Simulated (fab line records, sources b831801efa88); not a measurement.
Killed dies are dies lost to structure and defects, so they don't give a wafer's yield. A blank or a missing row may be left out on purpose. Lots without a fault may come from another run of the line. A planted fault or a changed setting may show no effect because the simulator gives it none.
Which tool did it? | flow gf180mcu | 13 lots, 38 wafers sampled, at 1 step of a route of 602

WHAT THE GAUGES READ, wafer by wafer
GF_V4_OVL_MEAS_15. Usual: V4_OVL -8 nm, standard deviation 5.2.
lot  | measured     | on         | V4_OVL (nm) | flag
L747 | day 24 15:32 | overlay-01 | -16 -11 -7  |
L748 | day 24 23:46 | overlay-02 | -10 -12 -13 |
L749 | day 25 11:55 | overlay-02 | -9 -9 -7    |
L750 | day 25 15:47 | overlay-02 | -17 -9 -15  |
L752 | day 26 00:20 | overlay-01 | -9 -12 -6   |
L754 | day 27 04:25 | overlay-02 | -20 -14     |
L764 | day 29 19:05 | overlay-01 | -22 -10 -21 |
L765 | day 30 06:22 | overlay-02 | -5 -13 -13  |
L766 | day 30 07:28 | overlay-02 | -7 -8 -9    |
L767 | day 30 12:16 | overlay-01 | -7 -2 -5    |
L768 | day 30 21:37 | overlay-01 | -1 -5 0     |
L769 | day 31 06:19 | overlay-02 | -4 -8 -5    |
L770 | day 31 08:59 | overlay-01 | -1 2 4      |

WHICH TOOL RAN EACH LOT (tool, then ch and the chambers of the sampled wafers, then the start)
The record holds no process step before these readings.

WHAT THE TOOLS THEMSELVES READ (means of the sampled wafers that have a number; where no wafer has one, the mark that the record gives instead)
The record holds no such reading with a usual standard deviation.

THE ANSWER, worked out from the rows above alone
Rule: a lot is off if the mean of its wafers that have a number lies more than 3 standard deviations from the usual mean. A lot without any number at a reading at which 4 lots or more have one is off too. The other lots that the step has rows for count as sound. The gauges are gone through in route order, then the tools' own readings, and for those a lot's mean is taken as printed above. The first step at which some lot is off is used, and at that step the reading that is off furthest; a lot without a number counts as furthest.
No lot is off at any reading shown: from this, nothing can be told.

WHAT THE SIMULATOR HAD PUT IN
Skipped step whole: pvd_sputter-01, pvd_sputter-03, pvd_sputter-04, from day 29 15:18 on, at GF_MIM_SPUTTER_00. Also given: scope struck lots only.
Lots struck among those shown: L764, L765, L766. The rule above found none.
